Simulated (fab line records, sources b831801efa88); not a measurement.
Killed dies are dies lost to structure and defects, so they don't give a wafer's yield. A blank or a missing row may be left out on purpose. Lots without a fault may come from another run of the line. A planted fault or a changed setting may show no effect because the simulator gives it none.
Chamber matching | flow sky130 | SKY_LI_CONTACT_CMP_24 on cmp-02: 4 sister chambers
The step polishes, stops on PSG, t overpolish 20 s, target thk 0 nm. 4 wafers are shown with their chamber, then 9 later ones without.

WAFERS WITH THEIR CHAMBER
wafer  | chamber | motor_current_A (A)
L286.5 | 0       | 9.9
L288.2 | 1       | 10.6
L288.3 | 3       | 14.0
L288.5 | 2       | 13.0

WAFERS WITHOUT THEIR CHAMBER
wafer  | motor_current_A (A)
L289.1 | 10.3
L289.2 | 14.2
L289.3 | 12.7
L291.1 | 9.9
L291.2 | 11.5
L291.4 | 12.1
L297.1 | 10.9
L297.3 | 9.9
L297.5 | 10.2

WHICH CHAMBER EACH WENT THROUGH
wafer  | from the rows above          | in truth
L289.1 | can't be placed: 1 or 0      | 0
L289.2 | 3                            | 3
L289.3 | 2                            | 2
L291.1 | can't be placed: 0 or 1      | 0
L291.2 | can't be placed: 1 or 2 or 0 | 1
L291.4 | can't be placed: 2 or 1      | 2
L297.1 | can't be placed: 1 or 0      | 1
L297.3 | can't be placed: 0 or 1      | 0
L297.5 | can't be placed: 0 or 1      | 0
Placed correctly: 2 of 9. Can't be placed from these rows: 7 (the true chamber is among the candidates in 7). Placed wrongly: 0.
How it was worked out, from the rows above alone: a wafer's distance from a chamber is the root of the sum, over the readings, of the square of ((its reading less the chamber's mean) divided by the reading's scatter). The wafer belongs to the nearest chamber; if the next one is less than 2 further off, it can't be placed. A chamber's mean is the mean of its shown wafers. The scatter: with one shown wafer a chamber, the root of the mean of the squares of how far each hidden wafer lies from its nearest shown one.
